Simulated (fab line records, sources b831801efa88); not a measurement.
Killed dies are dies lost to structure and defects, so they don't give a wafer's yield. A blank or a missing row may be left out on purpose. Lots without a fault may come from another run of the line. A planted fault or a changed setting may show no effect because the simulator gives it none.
A struck lot beside a sound one | flow sfq_line | 18 steps out of a route of 325
Sound: wafers L479.1, L479.3, L479.6. Struck: wafer L470.5. (L470.3 of the same lot was not struck and is left out.) The cause comes at the end.
At each step with rows: each side's tool, then ch and its chambers, then its first start. Under that, the readings that differ: sound wafers | struck wafers | difference of the means | sigmas: that difference in standard deviations of wafers without a fault.
alike: readings whose means differ by less than 2 such deviations, and words and numbers that are the same on both sides. not compared: withheld readings, readings that some wafer has no value for, bounds like >300 that may hide the same value, and numbers for which the record gives no deviation and whose values overlap.
The two part at a step that has a row with sigmas, a row that says differs or no value, or rows on one side only. Numbers that don't overlap but have no deviation are shown without sigmas and don't part them. A reading that every wafer of one side lacks parts them only if that side has two wafers or more.

SFQ_L0V_OVL_MEAS_903:
  sound on overlay-02, day 10 02:49; struck on overlay-02, day 6 02:44
  alike: L0V_OVL
SFQ_TRILAYER_L0_VIA_BARC_OPEN_VIA_ETCH_021: etches BARC in O2, target depth 125 nm, time 41.7 s.
  sound on rie_diel-02 ch 2,3, day 10 02:52; struck on rie_diel-02 ch 0, day 6 02:46
  alike: drypump_motor_current_A, oes_product_au
  not compared: rf_hours_counter_h
SFQ_TRILAYER_L0_VIA_ETCH_VIA_ETCH_016: etches SiO2 in CHF3, stops on MoNx KI, target depth 80 nm.
  sound on rie_diel-02 ch 2,3, day 10 02:54; struck on rie_diel-02 ch 0, day 6 02:48
  alike: drypump_motor_current_A, oes_product_au
SFQ_TRILAYER_L0_VIA_STRIP_STRIP_017: strips in O2.
  sound on rie_metal-03 ch 0,1, day 10 02:56; struck on rie_metal-04 ch 0, day 6 03:02
  reading               | sound             | struck | difference | sigmas
  oes_product_au (a.u.) | 0.998 0.996 0.988 | 1.019  | +0.025     | +4
  alike: drypump_motor_current_A, he_backside_leak_sccm
  not compared: rf_hours_counter_h
then, 2 steps without rows for these wafers: SFQ_TRILAYER_L0_VIA_STRIP_SOLV_CLEAN_018 (cleans in NMP, time 600 s); SFQ_TRILAYER_M0_DEP_PRE_CLEAN_020 (time 15 s).
SFQ_TRILAYER_M0_DEP_SPUTTER_019: material Nb, target thk 200 nm, time 133.3 s.
  sound on pvd_sputter-03, day 10 03:44; struck on pvd_sputter-03, day 6 03:38
  reading                | sound          | struck | difference | sigmas
  throttle_valve_pct (%) | 30.2 31.1 30.0 | 32.5   | +2.1       | +2
SFQ_M0_RS_MEAS_904: measures by four-point-probe.
  sound on film_metro-03, day 10 03:50; struck on film_metro-03, day 6 03:46
  alike: M0_NB_RS
then, 3 steps without rows for these wafers: SFQ_TRILAYER_M0_LITHO_COAT_026 (resist thk 62 nm); SFQ_TRILAYER_M0_LITHO_COAT_021 (resist thk 600 nm); SFQ_TRILAYER_M0_LITHO_SOFTBAKE_025.
SFQ_TRILAYER_M0_LITHO_EXPOSE_022: exposes mask M0, target cd 500 nm.
  sound on krf_scanner-02 ch 0, day 10 23:13; struck on krf_scanner-02 ch 0, day 7 01:47
  alike: mask
then, 2 steps without rows for these wafers: SFQ_TRILAYER_M0_LITHO_PEB_024 (peb time 60 s); SFQ_TRILAYER_M0_LITHO_DEVELOP_023 (time 60 s).
SFQ_M0_OVL_MEAS_906:
  sound on overlay-01, day 11 00:43; struck on overlay-02, day 7 02:55
  alike: M0_OVL
SFQ_TRILAYER_M0_BARC_OPEN_METAL_ETCH_031: etches BARC in O2, target depth 125 nm, time 41.7 s.
  sound on rie_metal-04 ch 0, day 11 00:46; struck on rie_metal-02 ch 0, day 7 02:57
  reading                     | sound           | struck | difference | sigmas
  drypump_motor_current_A (A) | 5.3 5.3 5.3     | 6.4    | +1.1       | +2
  model.M0.cd_nm (nm)         | 499.3 499.2 500 | 495.9  | -3.6       |
  alike: he_backside_leak_sccm, oes_product_au
  not compared: rf_hours_counter_h
SFQ_TRILAYER_M0_ETCH_METAL_ETCH_024: etches Nb in Cl2/Ar, stops on SiO2, target depth 240 nm, time 120 s.
  sound on rie_metal-04 ch 0, day 11 00:49; struck on rie_metal-02 ch 0, day 7 03:02
  reading                     | sound             | struck | difference | sigmas
  drypump_motor_current_A (A) | 5.2 5.3 5.2       | 6.4    | +1.2       | +2
  model.M0.cd_nm (nm)         | 498.1 497.6 498.5 | 495.5  | -2.6       |
  alike: he_backside_leak_sccm, oes_product_au
  not compared: rf_hours_counter_h
SFQ_TRILAYER_M0_STRIP_STRIP_025: strips in O2.
  sound on rie_metal-04 ch 0, day 11 00:56; struck on rie_metal-02 ch 0, day 7 03:19
  reading                     | sound       | struck | difference | sigmas
  drypump_motor_current_A (A) | 5.2 5.3 5.3 | 6.5    | +1.2       | +2
  alike: he_backside_leak_sccm, oes_product_au
  not compared: rf_hours_counter_h

WHERE THEY PART
First at SFQ_TRILAYER_L0_VIA_STRIP_STRIP_017; last, within this record, at SFQ_TRILAYER_M0_STRIP_STRIP_025.

WHY: what the simulator had put in
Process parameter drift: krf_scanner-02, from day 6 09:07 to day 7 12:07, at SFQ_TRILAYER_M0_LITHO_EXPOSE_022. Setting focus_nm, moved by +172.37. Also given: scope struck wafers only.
